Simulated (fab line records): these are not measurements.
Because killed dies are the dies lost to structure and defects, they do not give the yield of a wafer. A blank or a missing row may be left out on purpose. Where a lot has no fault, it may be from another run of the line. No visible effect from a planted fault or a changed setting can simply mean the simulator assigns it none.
Struck lot and sound lot, side by side -- flow sky130 -- 22 steps out of a route of 708
Sound: these wafers, L390.1, L390.2, L390.5. The struck wafers were L396.2, L396.4, L396.6. The cause comes at the end.
Per side, at each step with rows, come the tool, then ch with its chambers, and then its first start. Under that, the readings that differ: sound wafers -- struck wafers -- difference of the means -- sigmas: that difference in standard deviations of wafers without a fault.
alike: words and numbers the same on both sides, and readings whose means are apart by under 2 such deviations; not compared: readings that were withheld, readings missing a value for some wafer, numbers with overlapping values and no deviation given by the record, and bounds like >300 which may hide the same value.
Wherever a step has rows on one side only, a row that says differs or no value, or a row with sigmas, the two part there. Non-overlapping numbers with no deviation appear without sigmas and do not part them. Lack of a reading on every wafer of one side parts them only where that side has two or more wafers.

SKY_METAL3_SPUTTER_00: material Ti, target thk 15 nm, time 9.789 s.
  sound on pvd sputter-03, day 38 03:22; struck on pvd sputter-03, day 39 19:41
  alike: throttle valve pct
SKY_METAL3_SPUTTER_01: material TiN, target thk 20 nm, time 16.7 s.
  sound on pvd sputter-03, day 38 03:23; struck on pvd sputter-03, day 39 19:42
  alike: throttle valve pct
then, 1 step without rows for these wafers: SKY_METAL3_SPUTTER_02 (material AlCu, target thk 735 nm, time 39.1 s).
SKY_METAL3_SPUTTER_03: material Ti, target thk 5 nm, time 3.3 s.
  sound on pvd sputter-03, day 38 03:27; struck on pvd sputter-03, day 39 19:46
  alike: throttle valve pct
SKY_METAL3_SPUTTER_04: material TiN, target thk 70 nm, time 58.3 s.
  sound on pvd sputter-03, day 38 03:28; struck on pvd sputter-03, day 39 19:47
  alike: throttle valve pct
then, 1 step without rows for these wafers: SKY_CAPM_CVD_00 (deposits SiO2, target thk 15.5 nm).
SKY_CAPM_THK_MEAS_01:
  sound on film metro-02, day 38 03:32; struck on film metro-02, day 39 19:52
  alike: CAPM_CVD_00_THK
SKY_CAPM_SPUTTER_02: material TiN, target thk 200 nm, time 166.7 s.
  sound on pvd sputter-01, day 38 03:36; struck on pvd sputter-02, day 39 19:55
  alike: throttle valve pct
SKY_CAPM_RS_MEAS_03: measurement is done with a four-point probe.
  sound on film metro-02, day 38 03:43; struck on film metro-04, day 39 20:03
  alike: CAPM_TIN_RS
SKY_CAPM_THK_MEAS_04: measures by xrf.
  sound on film metro-02, day 38 03:50; struck on film metro-04, day 39 20:10
  alike: CAPM_TIN_THK
then, 2 steps without rows for these wafers: SKY_CAPM_DEHYDRATE_05 (time 60 s); SKY_CAPM_HMDS_06 (prime time 60 s).
SKY_CAPM_COAT_07: resist thk 1140 nm.
  sound on litho track-01 ch 0, day 38 16:40; struck on litho track-01 ch 0, day 40 07:20
reading,sound,struck,difference,sigmas
spin speed rpm (rpm),2998.1 3001.9 3003.2,2914.1 2910.8 2913.7,-88.2,-40
model.NOVOLAK_of_CAPM_COAT_07.thk nm (nm),1143 1143 1142,1159 1160 1157,+16,
  alike: resist line temp C
then, 4 steps without rows for these wafers: SKY_CAPM_SOFTBAKE_08 (time 60 s); SKY_CAPM_EXPOSE_09 (exposes mask CAPM, target cd 1000 nm); SKY_CAPM_PEB_10; SKY_CAPM_DEVELOP_11 (develop time 60 s).
SKY_CAPM_OVL_MEAS_12:
  sound on overlay-02, day 39 05:13; struck on overlay-01, day 40 19:59
  alike: CAPM_OVL
SKY_CAPM_METAL_ETCH_13: etches TiN in Cl2/BCl3, stops on SiO2, target depth 220 nm, time 62.9 s.
  sound on rie metal-04 ch 0,1, day 39 05:14; struck on rie metal-01 ch 0,1, day 40 20:01
reading,sound,struck,difference,sigmas
model.NOVOLAK_of_CAPM_COAT_07.thk nm (nm),996 992.5 993.9,1010 1011 1008,+16,
  alike: chamber pressure mTorr, drypump motor current A, oes product au, throttle valve pct
  not compared: rf hours counter h
SKY_CAPM_STRIP_14: strips in O2/N2.
  sound on plasma asher-04 ch 0,1, day 39 05:19; struck on plasma asher-02 ch 0,1, day 40 20:07
reading,sound,struck,difference,sigmas
drypump motor current A (A),6.6 6.4 6.6,5.6 4.9 5.0,-1.4,-3
strip time to endpoint s (s),12.70 12.65 12.67,12.79 12.78 12.83,+0.13,+2
  alike: chamber pressure mTorr, n2 flow sccm, oes product au
  not compared: rf hours counter h
then, 2 steps without rows for these wafers: SKY_CAPM_STRIP_15 (strips in post etch residue remover, time 1200 s); SKY_PAD_OPEN_PROBE_99.

## WHERE THEY PART
First at SKY_CAPM_COAT_07; last, within this record, at SKY_CAPM_STRIP_14.

WHY: what the simulator had put in
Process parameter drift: litho track-01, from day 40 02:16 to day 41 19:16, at SKY_CAPM_COAT_07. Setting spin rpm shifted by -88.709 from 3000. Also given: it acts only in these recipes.
